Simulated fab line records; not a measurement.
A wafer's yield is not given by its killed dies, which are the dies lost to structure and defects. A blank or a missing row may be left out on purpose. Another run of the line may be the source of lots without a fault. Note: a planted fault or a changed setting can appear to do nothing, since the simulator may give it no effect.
Which of the tools did it? | flow sky130 | 11 lots, 33 wafers sampled, at 1 step of a route of 708

WHAT EACH GAUGE READ, for each wafer
SKY_RES_XHIGH_TW_MEAS_09.
lot  | measured     | on           | RES_XHIGH_TW
L986 | day 26 11:07 | filmMetro-02 | 1648 1654 1656
L987 | day 26 17:44 | filmMetro-01 | 1644 1650 1643
L992 | day 29 01:58 | filmMetro-02 | 1657 1641 1649
L994 | day 29 12:35 | filmMetro-01 | 1630 1630 1637
L995 | day 30 00:58 | filmMetro-01 | 1637 1633 1636
L998 | day 30 17:43 | filmMetro-01 | 1643 1639 1640
L999 | day 31 21:28 | filmMetro-02 | 1663 1657 1652
L106 | day 33 08:23 | filmMetro-02 | 1663 1662 1667
L107 | day 33 15:20 | filmMetro-01 | 1639 1641 1639
L108 | day 34 08:07 | filmMetro-02 | 1651 1644 1650
L109 | day 34 10:34 | filmMetro-01 | 1631 1632 1630

EACH LOT AND THE TOOL THAT RAN IT (in order: tool; ch and the chambers of the sampled wafers; start)
The record holds no process step before these readings.

AS READ BY THE TOOLS THEMSELVES (means over the sampled wafers that have a number; for cases with no such wafer, the mark the record gives instead)
The record holds no such reading with a usual standard deviation.

THE ANSWER, worked out from the rows above alone
Rule: what is usual is taken from the lots themselves. Put in order of their means at a reading, lots are off if they are a third of the lots or fewer, leave a main group of 4 or more, and stand apart from it by a gap of 3 or more times the standard deviation of the main group's means; of several such gaps the widest counts. Not used: any main group whose means are identical at the precision the tables above print for the reading. Also off: a lot with no number at a reading for which 4 or more lots have one. Any other lot the step has rows for is counted as sound. After the gauges, taken in route order, come the tools' own readings; for these a lot's mean is taken, as printed above. The first step at which some lot is off is used, and at that step the reading that is off furthest; a lot without a number counts as furthest.
Nothing can be told from this: no lot is off at any reading shown.

WHAT HAD BEEN PUT IN BY THE SIMULATOR
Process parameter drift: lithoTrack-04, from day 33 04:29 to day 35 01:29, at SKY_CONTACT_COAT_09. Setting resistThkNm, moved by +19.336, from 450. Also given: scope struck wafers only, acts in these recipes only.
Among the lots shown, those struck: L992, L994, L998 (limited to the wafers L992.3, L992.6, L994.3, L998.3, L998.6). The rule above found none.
